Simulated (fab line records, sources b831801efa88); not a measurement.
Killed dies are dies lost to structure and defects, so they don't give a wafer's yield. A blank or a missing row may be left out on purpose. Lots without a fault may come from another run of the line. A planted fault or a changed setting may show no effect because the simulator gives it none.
A struck lot beside a sound one | flow sfq_line | 14 steps out of a route of 325
Sound: wafers L571.1, L571.2, L571.5. Struck: wafers L582.2, L582.4, L582.6. The cause comes at the end.
At each step with rows: each side's tool, then ch and its chambers, then its first start. Under that, the readings that differ: sound wafers | struck wafers | difference of the means | sigmas: that difference in standard deviations of wafers without a fault.
alike: readings whose means differ by less than 2 such deviations, and words and numbers that are the same on both sides. not compared: withheld readings, readings that some wafer has no value for, bounds like >300 that may hide the same value, and numbers for which the record gives no deviation and whose values overlap.
The two part at a step that has a row with sigmas, a row that says differs or no value, or rows on one side only. Numbers that don't overlap but have no deviation are shown without sigmas and don't part them. A reading that every wafer of one side lacks parts them only if that side has two wafers or more.

SFQ_M0_OVL_MEAS_906:
  sound on overlay-01, day 12 05:08; struck on overlay-02, day 16 08:04
  alike: M0_OVL
SFQ_TRILAYER_M0_BARC_OPEN_METAL_ETCH_031: etches BARC in O2, target depth 125 nm, time 41.7 s.
  sound on rie_metal-02 ch 0,1, day 12 05:10; struck on rie_metal-03 ch 1, day 16 08:05
  alike: drypump_motor_current_A, he_backside_leak_sccm, oes_product_au
  not compared: rf_hours_counter_h
SFQ_TRILAYER_M0_ETCH_METAL_ETCH_024: etches Nb in Cl2/Ar, stops on SiO2, target depth 240 nm, time 120 s.
  sound on rie_metal-02 ch 0,1, day 12 05:14; struck on rie_metal-03 ch 1, day 16 08:09
  alike: drypump_motor_current_A, he_backside_leak_sccm, oes_product_au
  not compared: rf_hours_counter_h
SFQ_TRILAYER_M0_STRIP_STRIP_025: strips in O2.
  sound on rie_metal-02 ch 0,1, day 12 05:22; struck on rie_metal-03 ch 1, day 16 08:17
  alike: drypump_motor_current_A, he_backside_leak_sccm, oes_product_au
  not compared: rf_hours_counter_h
then, 1 step without rows for these wafers: SFQ_TRILAYER_M0_STRIP_SOLV_CLEAN_026 (cleans in NMP, time 600 s).
SFQ_TRILAYER_I0_DEP_PECVD_027: deposits SiO2 from SiH4/N2O, time 111.11 s, target thk 500 nm.
  sound on pecvd-03 ch 0,1, day 12 06:08; struck on pecvd-04 ch 0,1, day 16 09:03
  reading                | sound          | struck         | difference | sigmas
  heater_power_w (W)     | 116 100 102    | 69 69 58       | -41        | -2
  throttle_valve_pct (%) | 22.6 22.2 22.0 | 26.2 25.9 26.7 | +4.0       | +3
SFQ_TRILAYER_I0_CMP_CMP_028: polishes SiO2.
  sound on cmp-02 ch 0,1,2, day 12 06:43; struck on cmp-01 ch 0,2,3, day 16 09:08
  alike: motor_current_A, time_to_endpoint_s
SFQ_I0_BOW_MEAS_907:
  sound on film_metro-04, day 12 09:13; struck on film_metro-02, day 16 12:09
  alike: I0_BOW
then, 4 steps without rows for these wafers: SFQ_TRILAYER_I0_METRO_MEASURE_029; SFQ_TRILAYER_I0_VIA_LITHO_COAT_036 (resist thk 62 nm); SFQ_TRILAYER_I0_VIA_LITHO_COAT_031 (resist thk 650 nm); SFQ_TRILAYER_I0_VIA_LITHO_SOFTBAKE_035.
-- the record jumps here: 5 days lie between the struck wafers' starts before and after --
SFQ_TRILAYER_I0_VIA_LITHO_EXPOSE_032: exposes mask I0, target cd 500 nm.
  sound on krf_scanner-01 ch 0, day 17 12:41; struck on krf_scanner-01, day 21 01:22
  no value came back on the struck wafers for exposure_dose_mJ_cm2, focus_offset_nm (nm); on the sound wafers exposure_dose_mJ_cm2 reads 21.294 21.295 21.289
  alike: mask
then, 1 step without rows for these wafers: SFQ_TRILAYER_I0_VIA_LITHO_PEB_034 (peb time 60 s).

WHERE THEY PART
First at SFQ_TRILAYER_I0_DEP_PECVD_027; last, within this record, at SFQ_TRILAYER_I0_VIA_LITHO_EXPOSE_032.

WHY: what the simulator had put in
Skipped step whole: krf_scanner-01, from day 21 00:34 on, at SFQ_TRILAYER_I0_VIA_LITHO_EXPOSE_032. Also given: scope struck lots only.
